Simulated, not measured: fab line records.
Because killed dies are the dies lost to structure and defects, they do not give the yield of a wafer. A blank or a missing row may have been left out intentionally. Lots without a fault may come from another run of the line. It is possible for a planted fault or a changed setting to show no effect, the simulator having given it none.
Tool commonality check || flow gf180mcu || 42 wafers sampled across 12 lots

REASON FOR OPENING
2 of 12 lots carry a flag on the reading NWELL_RS at GF_VT_IMPLANT_RS_MEAS_47. Fault-free wafers read 488.3 ohm/sq, with a standard deviation of 1.4.
Rule: flag the lot when none of its wafers has a number, or when each of its wafers that has one lies beyond 4 standard deviations from that mean. As for the other lots, they are considered sound.

{"lot": "L465", "measured": "day 7 18:56", "on": "film-metro-02", "NWELL_RS (ohm/sq), wafer by wafer": "490.3 490.9 488.8", "flag": ""}
{"lot": "L466", "measured": "day 7 20:57", "on": "film-metro-03", "NWELL_RS (ohm/sq), wafer by wafer": "486.1 486.2 487.1", "flag": ""}
{"lot": "L467", "measured": "day 8 03:01", "on": "film-metro-02", "NWELL_RS (ohm/sq), wafer by wafer": "487.9 488.5 485.7", "flag": ""}
{"lot": "L468", "measured": "day 8 08:14", "on": "film-metro-03", "NWELL_RS (ohm/sq), wafer by wafer": "490.3 489.9 491.1", "flag": ""}
{"lot": "L473", "measured": "day 9 20:22", "on": "film-metro-03", "NWELL_RS (ohm/sq), wafer by wafer": "487.3 487.3 488.3", "flag": ""}
{"lot": "L474", "measured": "day 10 08:28", "on": "film-metro-02", "NWELL_RS (ohm/sq), wafer by wafer": "476.7 478.4 477.0 476.6 476.5 476.4", "flag": "FLAGGED"}
{"lot": "L476", "measured": "day 10 21:19", "on": "film-metro-02", "NWELL_RS (ohm/sq), wafer by wafer": "475.9 477.0 476.6 476.5 476.4 476.1", "flag": "FLAGGED"}
{"lot": "L483", "measured": "day 12 16:02", "on": "film-metro-02", "NWELL_RS (ohm/sq), wafer by wafer": "490.1 489.7 488.8", "flag": ""}
{"lot": "L484", "measured": "day 12 23:53", "on": "film-metro-02", "NWELL_RS (ohm/sq), wafer by wafer": "486.4 487.4 487.3", "flag": ""}
{"lot": "L485", "measured": "day 13 07:46", "on": "film-metro-02", "NWELL_RS (ohm/sq), wafer by wafer": "487.3 489.4 488.5", "flag": ""}
{"lot": "L486", "measured": "day 13 13:36", "on": "film-metro-02", "NWELL_RS (ohm/sq), wafer by wafer": "487.8 489.7 488.7", "flag": ""}
{"lot": "L488", "measured": "day 14 02:27", "on": "film-metro-02", "NWELL_RS (ohm/sq), wafer by wafer": "487.2 489.7 488.4", "flag": ""}
Average over the flagged lots: 476.7 ohm/sq; offset from the usual -11.6 ohm/sq, equal to -8 standard deviations.

WHICH TOOL EACH LOT WENT THROUGH
2 process steps preceding the reading are held in the record, out of 602 steps in the route. In each cell: the tool, then ch and the chambers that the sampled wafers went through, then the start.
{"lot": "L465", "flag": "", "GF_NWELL_IMPLANT_08": "implanter-02 ch 0, day 3 10:15", "GF_NWELL_STRIP_10": "plasma-asher-02 ch 0,1, day 3 10:33"}
{"lot": "L466", "flag": "", "GF_NWELL_IMPLANT_08": "implanter-02 ch 0, day 3 12:58", "GF_NWELL_STRIP_10": "plasma-asher-03 ch 0,1, day 3 13:15"}
{"lot": "L467", "flag": "", "GF_NWELL_IMPLANT_08": "implanter-04 ch 0, day 3 18:15", "GF_NWELL_STRIP_10": "plasma-asher-02 ch 0,1, day 3 18:32"}
{"lot": "L468", "flag": "", "GF_NWELL_IMPLANT_08": "implanter-03 ch 0, day 3 22:24", "GF_NWELL_STRIP_10": "plasma-asher-02 ch 0,1, day 3 22:42"}
{"lot": "L473", "flag": "", "GF_NWELL_IMPLANT_08": "implanter-02 ch 0, day 5 03:53", "GF_NWELL_STRIP_10": "plasma-asher-03 ch 0,1, day 5 04:11"}
{"lot": "L474", "flag": "FLAGGED", "GF_NWELL_IMPLANT_08": "implanter-04 ch 0, day 5 13:03", "GF_NWELL_STRIP_10": "plasma-asher-02 ch 1, day 5 13:21"}
{"lot": "L476", "flag": "FLAGGED", "GF_NWELL_IMPLANT_08": "implanter-04 ch 0, day 5 21:32", "GF_NWELL_STRIP_10": "plasma-asher-03 ch 0,1, day 5 21:50"}
{"lot": "L483", "flag": "", "GF_NWELL_IMPLANT_08": "implanter-02 ch 0, day 7 10:24", "GF_NWELL_STRIP_10": "plasma-asher-02 ch 0,1, day 7 10:42"}
{"lot": "L484", "flag": "", "GF_NWELL_IMPLANT_08": "implanter-02 ch 0, day 7 17:29", "GF_NWELL_STRIP_10": "plasma-asher-02 ch 0,1, day 7 17:44"}
{"lot": "L485", "flag": "", "GF_NWELL_IMPLANT_08": "implanter-03 ch 0, day 7 22:12", "GF_NWELL_STRIP_10": "plasma-asher-04 ch 0,1, day 7 22:30"}
{"lot": "L486", "flag": "", "GF_NWELL_IMPLANT_08": "implanter-02 ch 0, day 8 04:04", "GF_NWELL_STRIP_10": "plasma-asher-02 ch 0,1, day 8 04:20"}
{"lot": "L488", "flag": "", "GF_NWELL_IMPLANT_08": "implanter-04 ch 0, day 8 14:02", "GF_NWELL_STRIP_10": "plasma-asher-02 ch 0,1, day 8 14:18"}
What is done by these steps:
- GF_NWELL_IMPLANT_08
- GF_NWELL_STRIP_10: strips in O2/N2.
- GF_VT_IMPLANT_RS_MEAS_47: measures by four-point-probe.

FLAGGED OVER TOTAL, TOOL BY TOOL (the gauges that took the reading come last)
{"step": "GF_NWELL_IMPLANT_08", "tool": "implanter-02", "lots run": 6, "flagged": 0, "share of the flagged lots": "none", "sound lots run after its first flagged lot": "-"}
{"step": "GF_NWELL_IMPLANT_08", "tool": "implanter-03", "lots run": 2, "flagged": 0, "share of the flagged lots": "none", "sound lots run after its first flagged lot": "-"}
{"step": "GF_NWELL_IMPLANT_08", "tool": "implanter-04", "lots run": 4, "flagged": 2, "share of the flagged lots": "all", "sound lots run after its first flagged lot": "1 (L488)"}
{"step": "GF_NWELL_STRIP_10", "tool": "plasma-asher-02", "lots run": 8, "flagged": 1, "share of the flagged lots": "some", "sound lots run after its first flagged lot": "4 (L483,L484,L486,L488)"}
{"step": "GF_NWELL_STRIP_10", "tool": "plasma-asher-03", "lots run": 3, "flagged": 1, "share of the flagged lots": "some", "sound lots run after its first flagged lot": 0}
{"step": "GF_NWELL_STRIP_10", "tool": "plasma-asher-04", "lots run": 1, "flagged": 0, "share of the flagged lots": "none", "sound lots run after its first flagged lot": "-"}
{"step": "GF_VT_IMPLANT_RS_MEAS_47", "tool": "film-metro-02", "lots run": 9, "flagged": 2, "share of the flagged lots": "all", "sound lots run after its first flagged lot": "5 (L483,L484,L485,L486,L488)"}
{"step": "GF_VT_IMPLANT_RS_MEAS_47", "tool": "film-metro-03", "lots run": 3, "flagged": 0, "share of the flagged lots": "none", "sound lots run after its first flagged lot": "-"}

WHAT IS ALLOWED BY THE TABLE
Rows of the table that ran all the flagged lots, 2 in number: implanter-04 at GF_NWELL_IMPLANT_08; film-metro-02 at GF_VT_IMPLANT_RS_MEAS_47.
- implanter-04 at GF_NWELL_IMPLANT_08: 2 of its 4 lots flagged. After the first flagged lot (L488), sound lots still ran on it; a lasting fault on the whole tool would not permit that. Its own readings lie more than 4 standard deviations out on every wafer of the flagged lots: beam-energy-keV.
- film-metro-02 at GF_VT_IMPLANT_RS_MEAS_47: 2 of its 9 lots flagged. After the first flagged lot (L483, L484, L485, L486, L488), sound lots still ran on it; a lasting fault on the whole tool would not permit that.
Not one row of the table ran every flagged lot while running no sound lot after the first.

WHAT THE SIMULATOR HAD INSERTED
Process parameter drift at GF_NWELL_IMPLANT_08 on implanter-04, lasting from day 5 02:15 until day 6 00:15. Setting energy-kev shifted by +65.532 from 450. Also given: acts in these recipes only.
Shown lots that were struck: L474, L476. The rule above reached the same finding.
